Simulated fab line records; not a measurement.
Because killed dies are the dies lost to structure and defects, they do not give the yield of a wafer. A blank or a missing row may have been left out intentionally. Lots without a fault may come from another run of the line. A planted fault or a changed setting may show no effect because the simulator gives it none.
A single fault, viewed from 2 desks ; flow sky130 ; every desk sees just its own numbers, and what lay behind them comes last

TOOL OWNER'S DESK, iline_stepper-01
The tool's own readings at SKY_LDD_LDN_EXPOSE_04 (exposes mask LDNTM, target cd 700 nm): means of the sampled wafers that have a number, for each lot that ran on this tool. The brackets show how far a lot's mean lies from the usual mean; more than 4 standard deviations puts the lot out of limits, marked OUT.
Columns: A = reticle_temp_C at SKY_LDD_LDN_EXPOSE_04, usual 23.01 C
lot;first seen here;A
L588;day 22 11:31;22.91
L589;day 23 00:19;23.04
L594;day 25 06:05;23.00
L598;day 27 00:52;22.89
Result from this desk: across the 4 lots, nothing is out of limits.

THE METROLOGY DESK
What the gauges read, lot by lot, whatever tool the lot ran on: means of the sampled wafers that have a number. The brackets show how far a lot's mean lies from the usual mean; more than 4 standard deviations puts the lot out of limits, marked OUT.
Columns: A = LDD_P_OVL at SKY_LDD_P_OVL_MEAS_08, usual 1.2 nm; B = LDD_HVP_TW at SKY_LDD_HVP_TW_MEAS_10, usual 456; C = LDD_LDN_OVL at SKY_LDD_LDN_OVL_MEAS_07, usual -0.4 nm
lot;first seen here;A;B;C
L588;day 19 05:30;1.1;449;-0.3
L589;day 19 18:01;0.5;457;-0.3
L590;day 20 01:25;0.6;459;0.9
L592;day 20 21:37;1.2;457;0.6
L594;day 22 00:38;0.0;458;-103.3 (-86) OUT
L598;day 23 19:43;0.1;458;-105.0 (-87) OUT
L600;day 23 22:11;1.1;458;-0.5
L603;day 25 02:49;1.1;451;-2.5
L604;day 25 05:18;0.7;451;-1.3
L609;day 27 06:01;1.0;460;0.6
L608;day 27 07:25;1.2;461;-0.1
L610;day 27 08:02;0.4;451;-2.0
This desk's finding: out of limits on L594, L598; first on L594, day 25 21:16 (LDD_LDN_OVL at SKY_LDD_LDN_OVL_MEAS_07). L588, L589, L590, L592, L600, L603, L604, L609, L608, L610 stayed within limits.

ALL TOGETHER
L594, L598 would have let the metrology desk raise an alarm at day 25 21:16.
Nothing out of limits was seen by the tool owner's desk.
On record at the tool owner's desk: L594, L598, within its limits.
Of the lots named, all ran SKY_LDD_LDN_EXPOSE_04 on iline_stepper-01.

WHAT WAS PUT IN BY THE SIMULATOR
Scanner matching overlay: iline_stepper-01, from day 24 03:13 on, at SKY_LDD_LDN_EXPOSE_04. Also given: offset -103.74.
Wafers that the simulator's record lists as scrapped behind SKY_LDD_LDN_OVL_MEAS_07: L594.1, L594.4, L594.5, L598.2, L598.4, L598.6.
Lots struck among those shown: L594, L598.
Per desk, hours elapsed from the start of the fault to the first reading out of limits: for the metrology desk, 42.
